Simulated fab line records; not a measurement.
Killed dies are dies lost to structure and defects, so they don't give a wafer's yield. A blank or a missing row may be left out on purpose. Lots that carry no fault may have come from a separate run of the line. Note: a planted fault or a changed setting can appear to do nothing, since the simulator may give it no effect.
Comparing a struck lot with a sound one	flow sky130	17 steps out of a route of 708
Sound: these wafers, L904.1, L904.3, L904.4. Struck: wafers L911.3, L911.4, L911.6. The cause comes at the end.
At each step with rows: each side's tool, then ch and its chambers, then its first start. Under that, the readings that differ: sound wafers	struck wafers	difference of the means	sigmas: that difference in standard deviations of wafers without a fault.
alike: same words and numbers on both sides, and readings whose means sit less than 2 such deviations apart. not compared: any withheld reading, any reading some wafer has no value for, any bound like >300 that may hide the same value, and any number with overlapping values for which the record gives no deviation.
Wherever a step has rows on one side only, a row that says differs or no value, or a row with sigmas, the two part there. Numbers that have no deviation but don't overlap get no sigmas and don't part them. A reading that every wafer of one side lacks parts them only if that side has two wafers or more.

SKY_VT_ADJUST_HVTP_OVL_MEAS_08:
  sound: overlay-02 at day 6 03:04; struck: overlay-01 at day 7 20:14
  alike: VT_ADJUST_HVTP_OVL
following that, these wafers have no rows for 1 step: SKY_VT_ADJUST_HVTP_IMPLANT_09.
SKY_VT_ADJUST_HVTP_STRIP_10: strips in O2/N2.
  sound on plasma asher-04 ch 0,1, day 6 03:15; struck on plasma asher-01 ch 0,1, day 7 20:26
reading	sound	struck	difference	sigmas
drypump motor current A (A)	6.41 6.39 6.45	5.87 5.71 5.74	-0.64	-2
  alike: n2 flow sccm, oes product au, strip time to endpoint s
  not compared: rf hours counter h
SKY_VT_ADJUST_HVTP_TW_MEAS_11:
  sound: film metro-01 at day 6 03:21; struck: film metro-04 at day 7 20:31
  alike: VT_ADJUST_HVTP_TW
then, 7 steps without rows for these wafers: SKY_VT_ADJUST_LVTN_DEHYDRATE_00 (time 60 s); SKY_VT_ADJUST_LVTN_HMDS_01 (prime time 60 s); SKY_VT_ADJUST_LVTN_COAT_02 (resist thk 3000 nm); SKY_VT_ADJUST_LVTN_SOFTBAKE_03; SKY_VT_ADJUST_LVTN_EXPOSE_04 (exposes mask NWM COMPLEMENT LESS NATIVE, target cd 840 nm); SKY_VT_ADJUST_LVTN_PEB_05; SKY_VT_ADJUST_LVTN_DEVELOP_06 (develop time 60 s).
SKY_VT_ADJUST_LVTN_OVL_MEAS_07:
  sound: overlay-02 at day 6 22:02; struck: overlay-01 at day 8 17:05
  alike: VT_ADJUST_LVTN_OVL
SKY_VT_ADJUST_LVTN_IMPLANT_08:
  sound on implanter-04 ch 0, day 6 22:05; struck on implanter-01 ch 0, day 8 17:10
reading	sound	struck	difference	sigmas
dose ions cm2	1.5687e+12 1.5692e+12 1.5684e+12	2.0296e+12 2.0316e+12 2.0279e+12	+4.6093e+11	+99 or more
faraday current uA	8.96 8.75 8.95	11.32 11.29 11.51	+2.49	+14
SKY_VT_ADJUST_LVTN_STRIP_09: strips in O2/N2.
  sound on plasma asher-01 ch 0,1, day 6 22:14; struck on plasma asher-02 ch 0,1, day 8 17:17
reading	sound	struck	difference	sigmas
strip time to endpoint s (s)	37.07 37.03 37.07	36.79 36.80 36.73	-0.28	-3
  alike: drypump motor current A, n2 flow sccm, oes product au
  not compared: rf hours counter h
SKY_VT_ADJUST_LVTN_TW_MEAS_10:
  sound: film metro-02 at day 6 22:20; struck: film metro-02 at day 8 17:23
reading	sound	struck	difference	sigmas
VT_ADJUST_LVTN_TW	244.6 246.7 245.8	264.2 264.7 265.2	+19.0	+11
then, 1 step without rows for these wafers: SKY_VT_ADJUST_LVTN_DEHYDRATE_11 (time 60 s).
-- a jump in the record: the struck wafers' starts before and after are 39 days apart (it breaks off in module VT_ADJUST_LVTN and resumes in module PAD_OPEN, where the first step shown is number 708 of the route) --
SKY_PAD_OPEN_PROBE_99:
  sound: prober-01 at day 45 20:16; struck: prober-01 at day 47 17:05
reading	sound	struck	difference	sigmas
model.etest.nfet_01v8_lvt.body rise v (V)	0.1463 0.1458 0.1478	0.1479 0.1499 0.1488	+0.0022	
  alike: killed_at_M0_to_M3, killed_at_M4_up, killed at contacts, killed at front end, killed at other, killed dies, killed open, killed short
  not compared: model.etest.nfet_01v8_lvt.vt sat v

== WHERE THEY PART ==
At SKY_VT_ADJUST_HVTP_STRIP_10 first; at SKY_VT_ADJUST_LVTN_TW_MEAS_10 last (within this record only). Later steps at which nothing parts them and some readings are alike: SKY_PAD_OPEN_PROBE_99.

WHY: whatever the simulator had introduced
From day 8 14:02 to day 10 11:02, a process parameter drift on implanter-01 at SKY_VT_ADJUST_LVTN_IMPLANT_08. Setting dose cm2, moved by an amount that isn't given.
